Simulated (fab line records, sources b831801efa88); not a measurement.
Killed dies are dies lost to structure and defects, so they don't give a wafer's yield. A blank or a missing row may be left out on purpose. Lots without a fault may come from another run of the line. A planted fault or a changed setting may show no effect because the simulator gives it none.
Which tool did it? | flow sky130 | 12 lots, 36 wafers sampled, at 4 steps of a route of 708

WHAT THE GAUGES READ, wafer by wafer
SKY_VT_ADJUST_LVTN_OVL_MEAS_07. Usual: VT_ADJUST_LVTN_OVL 1.5 nm, standard deviation 1.4.
lot  | measured     | on         | VT_ADJUST_LVTN_OVL (nm) | flag
L839 | day 7 04:23  | overlay-02 | 1.7 2.0 2.8             |
L840 | day 7 11:35  | overlay-01 | 1.2 -0.8 0.6            |
L842 | day 8 04:06  | overlay-01 | 0.0 -1.0 0.9            |
L855 | day 11 14:35 | overlay-02 | 1.4 2.2 1.5             |
L856 | day 11 22:17 | overlay-02 | 0.6 1.5 0.3             |
L857 | day 12 06:06 | overlay-02 | 3.3 2.5 3.7             |
L858 | day 12 11:12 | overlay-01 | 2.7 3.3 3.6             |
L859 | day 12 19:32 | overlay-02 | 3.9 3.4 4.3             |
L860 | day 12 22:32 | overlay-01 | -0.7 0.8 -0.5           |
L861 | day 13 05:23 | overlay-01 | 0.0 0.9 0.6             |

WHICH TOOL RAN EACH LOT (tool, then ch and the chambers of the sampled wafers, then the start)
lot  | SKY_FIELD_ISO_ETCH_15             | SKY_FIELD_ISO_WET_ETCH_29      | SKY_PWDE_STRIP_09
L839 | rie_diel-03 ch 0,1,2, day 2 08:48 | wet_bench-02 ch 0, day 2 14:28 | plasma_asher-03 ch 0,1, day 4 01:30
L840 | rie_diel-02 ch 0,2,3, day 2 15:11 | wet_bench-03 ch 1, day 2 19:33 | plasma_asher-03 ch 0,1, day 4 07:48
L842 | rie_diel-01 ch 1,2, day 3 03:59   | wet_bench-02 ch 2, day 3 08:33 | plasma_asher-01 ch 0,1, day 4 21:22
L850 | rie_diel-01 ch 0,2,3, day 4 19:00 | wet_bench-02 ch 1, day 5 00:10 | -
L851 | rie_diel-01 ch 0,1, day 5 00:21   | wet_bench-03 ch 1, day 5 09:56 | -
L855 | rie_diel-02 ch 1,2,3, day 5 22:56 | wet_bench-02 ch 3, day 6 02:54 | plasma_asher-02 ch 0,1, day 7 21:49
L856 | rie_diel-03 ch 0,1, day 6 05:30   | wet_bench-03 ch 0, day 6 09:11 | plasma_asher-01 ch 0,1, day 8 04:00
L857 | rie_diel-01 ch 0,1,3, day 6 11:23 | wet_bench-02 ch 2, day 6 15:08 | plasma_asher-02 ch 0,1, day 8 10:31
L858 | rie_diel-02 ch 0,2,3, day 6 15:32 | wet_bench-02 ch 0, day 6 19:49 | plasma_asher-01 ch 0,1, day 8 15:05
L859 | rie_diel-01 ch 0,1,2, day 6 21:08 | wet_bench-03 ch 3, day 7 01:24 | plasma_asher-01 ch 0, day 8 21:37
L860 | rie_diel-03 ch 2,3, day 6 23:30   | wet_bench-03 ch 0, day 7 03:34 | plasma_asher-01 ch 0,1, day 8 23:10
L861 | rie_diel-01 ch 1,3, day 7 04:06   | wet_bench-02 ch 3, day 7 09:27 | plasma_asher-03 ch 0,1, day 9 04:04
- SKY_FIELD_ISO_ETCH_15: etches the open film in CHF3/O2, stops on Si, target depth 180 nm, time 72 s.
- SKY_FIELD_ISO_WET_ETCH_29: etches Si3N4 in H3PO4, target depth 160 nm, time 1825 s.
- SKY_PWDE_STRIP_09: strips in O2/N2.

WHAT THE TOOLS THEMSELVES READ (means of the sampled wafers that have a number; where no wafer has one, the mark that the record gives instead)
SKY_FIELD_ISO_ETCH_15. Usual: O2_flow_sccm 5.000 sccm, standard deviation 0.014; bias_w 200.0 W, standard deviation 0.63; drypump_motor_current_A 5.7 A, standard deviation 0.48; oes_product_au 0.946 a.u., standard deviation 0.0069; rf_fwd_power_W 595.9 W, standard deviation 2.2; throttle_valve_pct 8.844 %, standard deviation 0.0099.
lot  | tool        | O2_flow_sccm (sccm) | bias_w (W) | drypump_motor_current_A (A) | oes_product_au (a.u.) | rf_fwd_power_W (W) | throttle_valve_pct (%) | flag
L839 | rie_diel-03 | 5.009               | 199.7      | 5.8                         | 0.945                 | 597.2              | 8.839                  |
L840 | rie_diel-02 | 5.009               | 200.6      | 5.5                         | 0.950                 | 598.0              | 8.844                  |
L842 | rie_diel-01 | 5.007               | 200.4      | 5.1                         | 0.946                 | 596.8              | 8.850                  |
L850 | rie_diel-01 | 4.994               | 200.4      | 5.7                         | 0.947                 | 595.4              | 8.840                  |
L851 | rie_diel-01 | 5.014               | 200.9      | 5.6                         | 0.940                 | 593.6              | 8.834                  |
L855 | rie_diel-02 | 5.003               | 199.8      | 5.4                         | 0.943                 | 596.3              | 8.847                  |
L856 | rie_diel-03 | 5.006               | 200.6      | 6.0                         | 0.949                 | 597.1              | 8.845                  |
L857 | rie_diel-01 | 4.992               | 200.0      | 5.9                         | 0.956                 | 595.4              | 8.854                  |
L858 | rie_diel-02 | 4.998               | 200.0      | 5.5                         | 0.953                 | 597.2              | 8.845                  |
L859 | rie_diel-01 | 4.987               | 200.2      | 5.4                         | 0.947                 | 595.5              | 8.846                  |
L860 | rie_diel-03 | 5.000               | 200.5      | 6.3                         | 0.946                 | 593.0              | 8.852                  |
L861 | rie_diel-01 | 5.012               | 199.6      | 6.1                         | 0.956                 | 597.6              | 8.852                  |

SKY_FIELD_ISO_WET_ETCH_29. Usual: bath_guard_temp_C 159.8 C, standard deviation 0.58; bath_heat_duty_pct 25.2 %, standard deviation 2.6.
lot  | tool         | bath_guard_temp_C (C) | bath_heat_duty_pct (%) | flag
L839 | wet_bench-02 | 159.9                 | 26.4                   |
L840 | wet_bench-03 | 160.6                 | 24.4                   |
L842 | wet_bench-02 | 160.2                 | 24.6                   |
L850 | wet_bench-02 | -                     | -                      | OFF
L851 | wet_bench-03 | -                     | -                      | OFF
L855 | wet_bench-02 | 158.5                 | 22.1                   |
L856 | wet_bench-03 | 160.1                 | 22.4                   |
L857 | wet_bench-02 | 160.4                 | 24.8                   |
L858 | wet_bench-02 | 160.0                 | 27.0                   |
L859 | wet_bench-03 | 160.0                 | 29.5                   |
L860 | wet_bench-03 | 160.0                 | 21.3                   |
L861 | wet_bench-02 | 158.6                 | 21.2                   |

SKY_PWDE_STRIP_09. Usual: drypump_motor_current_A 5.6 A, standard deviation 0.33; oes_product_au 0.723 a.u., standard deviation 0.0041; strip_time_to_endpoint_s 36.91 s, standard deviation 0.087.
lot  | tool            | drypump_motor_current_A (A) | oes_product_au (a.u.) | strip_time_to_endpoint_s (s) | flag
L839 | plasma_asher-03 | 5.8                         | 0.723                 | 36.93                        |
L840 | plasma_asher-03 | 6.0                         | 0.724                 | 36.87                        |
L842 | plasma_asher-01 | 5.5                         | 0.722                 | 36.93                        |
L855 | plasma_asher-02 | 5.6                         | 0.724                 | 36.87                        |
L856 | plasma_asher-01 | 5.4                         | 0.723                 | 36.88                        |
L857 | plasma_asher-02 | 5.6                         | 0.721                 | 36.80                        |
L858 | plasma_asher-01 | 5.3                         | 0.720                 | 36.78                        |
L859 | plasma_asher-01 | 5.5                         | 0.723                 | 36.95                        |
L860 | plasma_asher-01 | 5.5                         | 0.724                 | 36.79                        |
L861 | plasma_asher-03 | 5.9                         | 0.721                 | 37.00                        |

THE ANSWER, worked out from the rows above alone
Rule: a lot is off if the mean of its wafers that have a number lies more than 3 standard deviations from the usual mean. A lot without any number at a reading at which 4 lots or more have one is off too. The other lots that the step has rows for count as sound. The gauges are gone through in route order, then the tools' own readings, and for those a lot's mean is taken as printed above. The first step at which some lot is off is used, and at that step the reading that is off furthest; a lot without a number counts as furthest.
Off: L850, L851, at SKY_FIELD_ISO_WET_ETCH_29 (bath_guard_temp_C). Without a number there: L850, L851.
A tool fits if, at that step or a process step before it, it ran every lot that is off, and no sound lot after the first of them. None of those tried fits.

WHAT THE SIMULATOR HAD PUT IN
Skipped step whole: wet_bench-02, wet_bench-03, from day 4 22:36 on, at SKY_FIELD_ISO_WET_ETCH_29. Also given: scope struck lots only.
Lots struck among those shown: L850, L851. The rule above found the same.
